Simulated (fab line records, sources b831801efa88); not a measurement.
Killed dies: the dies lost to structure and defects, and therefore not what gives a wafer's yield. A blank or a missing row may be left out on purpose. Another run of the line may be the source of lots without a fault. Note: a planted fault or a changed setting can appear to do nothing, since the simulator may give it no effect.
A lot that was struck, set against a sound lot ; flow sky130 ; 43 steps out of a route of 708
Sound: the wafers L642.3, L642.4, L642.6. Struck: wafer L652.4. (L652.2, L652.3 of the same lot were not struck and are left out.) The cause comes at the end.
Per side, at each step with rows, come the tool, then ch with its chambers, and then its first start. Under that, the readings that differ: sound wafers ; struck wafers ; difference of the means ; sigmas: that difference in standard deviations of wafers without a fault.
alike: readings with means less than 2 such deviations apart, plus words and numbers identical on both sides. not compared: withheld readings, readings lacking a value on some wafer, bounds such as >300 that could conceal the same value, and numbers that have no deviation in the record and whose values overlap.
Wherever a step has rows on one side only, a row that says differs or no value, or a row with sigmas, the two part there. Non-overlapping numbers with no deviation appear without sigmas and do not part them. Lack of a reading on every wafer of one side parts them only where that side has two or more wafers.

first, 1 step without rows for these wafers: SKY_METAL5_SPUTTER_03 (material Ti, target thk 5 nm, time 3.3 s).
SKY_METAL5_SPUTTER_04: material TiN, target thk 70 nm, time 58.3 s.
  sound on pvd_sputter-01 at day 45 02:36; struck on pvd_sputter-01 at day 47 12:00
  alike: chamber_pressure_pa, throttle_valve_pct
SKY_METAL5_RS_MEAS_05: measures by four-point-probe.
  sound on film_metro-02 at day 45 02:41; struck on film_metro-02 at day 47 12:04
  alike: METAL5_ALCU_RS
SKY_METAL5_THK_MEAS_06: measures by xrf.
  sound on film_metro-02 at day 45 02:47; struck on film_metro-02 at day 47 12:11
  alike: METAL5_ALCU_THK
then, 8 steps without rows for these wafers: SKY_METAL5_DEHYDRATE_07 (time 60 s); SKY_METAL5_HMDS_08 (prime time 60 s); SKY_METAL5_COAT_09 (resist thk 1800 nm); SKY_METAL5_SOFTBAKE_10 (time 60 s); SKY_METAL5_EXPOSE_11 (exposes mask MM5, target cd 1600 nm); SKY_METAL5_PEB_12; SKY_METAL5_DEVELOP_13 (develop time 60 s); SKY_METAL5_DESCUM_14 (chemistry O2, time 11 s).
SKY_METAL5_METAL_ETCH_15: etches the open film in Cl2/BCl3, stops on SiO2, target depth 1260 nm, time 252 s.
  sound on rie_metal-03 ch 1, day 45 23:27; struck on rie_metal-04 ch 1, day 48 07:20
reading;sound;struck;difference;sigmas
drypump_motor_current_A (A);4.8 4.8 4.8;5.8;+1.0;+2
  alike: mfc_cl2_sccm, oes_product_au, throttle_valve_pct
  not compared: rf_hours_counter_h
SKY_METAL5_STRIP_16: strips in O2/N2.
  sound on plasma_asher-03 ch 0,1, day 45 23:48; struck on plasma_asher-04 ch 1, day 48 07:34
  alike: drypump_motor_current_A, oes_product_au, strip_time_to_endpoint_s
  not compared: rf_hours_counter_h
then, 4 steps without rows for these wafers: SKY_METAL5_STRIP_17 (strips in post etch residue remover, time 1200 s); SKY_METAL5_CLEAN_18 (cleans in IPA, time 180 s); SKY_METAL5_CLEAN_19 (cleans in O3/DIW); SKY_PASSIVATION_CVD_00 (deposits SiO2, target thk 90 nm).
SKY_PASSIVATION_THK_MEAS_01:
  sound on film_metro-02 at day 46 00:24; struck on film_metro-04 at day 48 08:15
  alike: PASSIVATION_CVD_00_THK
SKY_PASSIVATION_CVD_02: deposits Si3N4, target thk 540 nm.
  sound on pecvd-01 ch 1,2, day 46 00:26; struck on pecvd-01 ch 0, day 48 08:18
  alike: heater_power_w, susceptor_temp_C
SKY_PASSIVATION_THK_MEAS_03:
  sound on film_metro-02 at day 46 00:41; struck on film_metro-02 at day 48 08:32
  alike: PASSIVATION_CVD_02_THK
then, 7 steps without rows for these wafers: SKY_PASSIVATION_DEHYDRATE_04 (time 60 s); SKY_PASSIVATION_HMDS_05 (prime time 60 s); SKY_PASSIVATION_COAT_06 (resist thk 3000 nm); SKY_PASSIVATION_SOFTBAKE_07; SKY_PASSIVATION_EXPOSE_08 (exposes mask NSM, target cd 3000 nm); SKY_PASSIVATION_PEB_09; SKY_PASSIVATION_DEVELOP_10 (develop time 60 s).
SKY_PASSIVATION_ETCH_11: etches the open film in CF4/O2, stops on AlCu, target depth 725 nm, time 161.1 s.
  sound on rie_diel-01 ch 0,2,3, day 46 21:35; struck on rie_diel-03 ch 2, day 49 02:15
  alike: cf4_flow_sccm, drypump_motor_current_A, oes_product_au, throttle_valve_pct
  not compared: rf_hours_counter_h
SKY_PASSIVATION_STRIP_12: strips in O2/N2.
  sound on plasma_asher-01 ch 0,1, day 46 21:44; struck on plasma_asher-01 ch 1, day 49 02:22
  alike: drypump_motor_current_A, oes_product_au, strip_time_to_endpoint_s
  not compared: rf_hours_counter_h
then, 12 steps without rows for these wafers: SKY_PAD_OPEN_DEHYDRATE_00 (time 60 s); SKY_PAD_OPEN_HMDS_01 (prime time 60 s); SKY_PAD_OPEN_COAT_02 (resist thk 3000 nm); SKY_PAD_OPEN_SOFTBAKE_03; SKY_PAD_OPEN_EXPOSE_04 (exposes mask PDM, target cd 60000 nm); SKY_PAD_OPEN_PEB_05; SKY_PAD_OPEN_DEVELOP_06 (develop time 60 s); SKY_PAD_OPEN_ETCH_07 (etches the open film in CF4/O2, stops on AlCu, target depth 725 nm, time 161.1 s); SKY_PAD_OPEN_STRIP_08 (strips in O2/N2); SKY_PAD_OPEN_STRIP_09 (strips in post etch residue remover, time 1200 s); SKY_PAD_OPEN_CLEAN_10 (cleans in IPA, time 180 s); SKY_PAD_OPEN_CLEAN_11 (cleans in O3/DIW).
SKY_PAD_OPEN_PROBE_99:
  only the struck wafers here have rows in the record (prober-01, day 49 22:07); the sound ones have none

WHERE THEY PART
First at SKY_METAL5_METAL_ETCH_15; last, within this record, at SKY_PAD_OPEN_PROBE_99.

WHY: what had been put in by the simulator
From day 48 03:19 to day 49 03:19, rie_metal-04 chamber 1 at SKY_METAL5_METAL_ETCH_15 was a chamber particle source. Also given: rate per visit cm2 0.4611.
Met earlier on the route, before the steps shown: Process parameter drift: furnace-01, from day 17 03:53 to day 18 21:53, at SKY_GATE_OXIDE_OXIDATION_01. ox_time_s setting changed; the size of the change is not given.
